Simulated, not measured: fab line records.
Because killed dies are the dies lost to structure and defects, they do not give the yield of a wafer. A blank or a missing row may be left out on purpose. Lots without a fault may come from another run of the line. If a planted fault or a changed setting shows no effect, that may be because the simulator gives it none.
Struck lot and sound lot, side by side / flow sky130 / 15 steps out of a route of 708
Sound: wafers L681.1, L681.5, L681.6. Wafers struck: L687.1, L687.2, L687.6. Last of all comes the cause.
Per side, at each step with rows, come the tool, then ch with its chambers, and then its first start. Under that, the readings that differ: sound wafers / struck wafers / difference of the means / sigmas: that difference in standard deviations of wafers without a fault.
alike: same words and numbers on both sides, and readings whose means sit less than 2 such deviations apart. not compared: any withheld reading, any reading some wafer has no value for, any bound like >300 that may hide the same value, and any number with overlapping values for which the record gives no deviation.
A row with sigmas, a row that says differs or no value, or rows on one side alone: a step with any of these is where the two part. When numbers do not overlap yet have no deviation, they are printed without sigmas and do not part them. A reading that every wafer of one side lacks parts them only if that side has two wafers or more.

first, 4 steps without rows for these wafers: SKY_VIA3_SOFTBAKE_08 (time 90 s); SKY_VIA3_EXPOSE_09 (exposes mask VIM3, target cd 200 nm); SKY_VIA3_PEB_10; SKY_VIA3_DEVELOP_11 (develop time 60 s).
SKY_VIA3_CD_MEAS_12: target cd 200 nm.
  sound: cd_sem-02 at day 40 22:11; struck: cd_sem-02 at day 42 23:47
  alike: cd_nm
SKY_VIA3_OVL_MEAS_13:
  sound: overlay-01 at day 40 22:18; struck: overlay-01 at day 42 23:55
  alike: VIA3_OVL
SKY_VIA3_ETCH_14: etches BARC in N2/H2, stops on SiO2, time 45.9 s, target depth 60 nm.
  sound on rie_diel-02 ch 1,2, day 40 22:20; struck on rie_diel-03 ch 1,2,3, day 42 23:57
  alike: drypump_motor_current_A, oes_product_au, throttle_valve_pct
  not compared: rf_hours_counter_h
SKY_VIA3_ETCH_15: etches SiO2 in C4F8/O2/Ar, stops on TiN, target depth 507 nm, time 78 s.
  sound on rie_diel-02 ch 1,2, day 40 22:23; struck on rie_diel-03 ch 1,2,3, day 42 23:59
  alike: oes_product_au
  not compared: rf_hours_counter_h
SKY_VIA3_STRIP_16: strips in O2/N2.
  sound on plasma_asher-04 ch 0,1, day 40 22:26; struck on plasma_asher-03 ch 0,1, day 43 00:03
  alike: drypump_motor_current_A, oes_product_au, strip_time_to_endpoint_s
  not compared: rf_hours_counter_h
then, 3 steps without rows for these wafers: SKY_VIA3_STRIP_17 (strips in post etch residue remover, time 1200 s); SKY_VIA3_CLEAN_18 (cleans in IPA, time 180 s); SKY_VIA3_CLEAN_19 (cleans in O3/DIW).
SKY_VIA3_SPUTTER_20: material TiN, target thk 20 nm, time 80 s.
  sound: pvd_sputter-04 at day 40 23:02; struck: pvd_sputter-04 at day 43 00:38
reading=cathode_dc_power_W (W); sound=4000.5 3999.4 4001.2; struck=3590.3 3589.9 3590.7; difference=-410.1; sigmas=-99 or more
reading=model.TiN_of_VIA3_SPUTTER_20.thk_nm (nm); sound=20.3 20.05 19.85; struck=17.35 17.52 17.9; difference=-2.48; sigmas=
  alike: throttle_valve_pct
SKY_VIA3_CVD_21: deposits W, target thk 390 nm, time 117.31 s.
  sound on cvd_w-02 ch 0,1, day 40 23:05; struck on cvd_w-01 ch 0,1, day 43 00:42
  alike: heater_power_w
SKY_PAD_OPEN_PROBE_99:
  the record has rows for the sound wafers here (prober-02, day 46 19:32) and none for the struck ones

WHERE THEY PART
Earliest at SKY_VIA3_SPUTTER_20; latest, in this record, at SKY_PAD_OPEN_PROBE_99.

WHY: whatever the simulator had introduced
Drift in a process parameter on pvd_sputter-04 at SKY_VIA3_SPUTTER_20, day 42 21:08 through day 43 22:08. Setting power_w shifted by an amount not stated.
